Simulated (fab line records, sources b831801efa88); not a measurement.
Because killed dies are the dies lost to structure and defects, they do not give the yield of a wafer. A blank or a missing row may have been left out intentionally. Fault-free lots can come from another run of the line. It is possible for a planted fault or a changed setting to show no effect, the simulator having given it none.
Matching of chambers || flow sky130 || cmp-02 running SKY_VIA2_CMP_02: 4 sister chambers
The step polishes SiO2. 4 wafers are shown with their chamber, then 8 later ones without.

## WAFERS WITH THEIR CHAMBER
{"wafer": "L699.3", "chamber": 1, "motor current A (A)": 13.3}
{"wafer": "L711.2", "chamber": 3, "motor current A (A)": 11.2}
{"wafer": "L711.4", "chamber": 0, "motor current A (A)": 13.3}
{"wafer": "L713.3", "chamber": 2, "motor current A (A)": 11.7}

## WAFERS MISSING THEIR CHAMBER
{"wafer": "L713.5", "motor current A (A)": 11.2}
{"wafer": "L713.6", "motor current A (A)": 11.7}
{"wafer": "L714.1", "motor current A (A)": 11.9}
{"wafer": "L714.3", "motor current A (A)": 13.1}
{"wafer": "L714.6", "motor current A (A)": 12.7}
{"wafer": "L719.4", "motor current A (A)": 10.5}
{"wafer": "L719.5", "motor current A (A)": 11.4}
{"wafer": "L719.6", "motor current A (A)": 14.0}

## WHICH CHAMBER EACH WENT THROUGH
{"wafer": "L713.5", "from the rows above": "can't be placed: 3 or 2", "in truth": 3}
{"wafer": "L713.6", "from the rows above": "can't be placed: 2 or 3", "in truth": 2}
{"wafer": "L714.1", "from the rows above": "can't be placed: 2 or 3", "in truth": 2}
{"wafer": "L714.3", "from the rows above": "can't be placed: 0 or 1", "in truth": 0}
{"wafer": "L714.6", "from the rows above": "can't be placed: 0 or 1 or 2", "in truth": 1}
{"wafer": "L719.4", "from the rows above": "can't be placed: 3 or 2", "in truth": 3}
{"wafer": "L719.5", "from the rows above": "can't be placed: 3 or 2", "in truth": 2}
{"wafer": "L719.6", "from the rows above": "can't be placed: 0 or 1", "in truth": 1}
0 of 8 placed correctly. These rows do not allow placing 8 (true chamber among the candidates in 8). Placed wrongly: 0.
How it was worked out, from the rows above alone: a wafer's distance from a chamber is the root of the sum, over the readings, of the square of ((its reading less the chamber's mean) divided by the reading's scatter). The wafer belongs to the nearest chamber; if the next one is less than 2 further off, it can't be placed. The mean given for a chamber averages the wafers shown for that chamber. The scatter: with one shown wafer a chamber, the root of the mean of the squares of how far each hidden wafer lies from its nearest shown one.
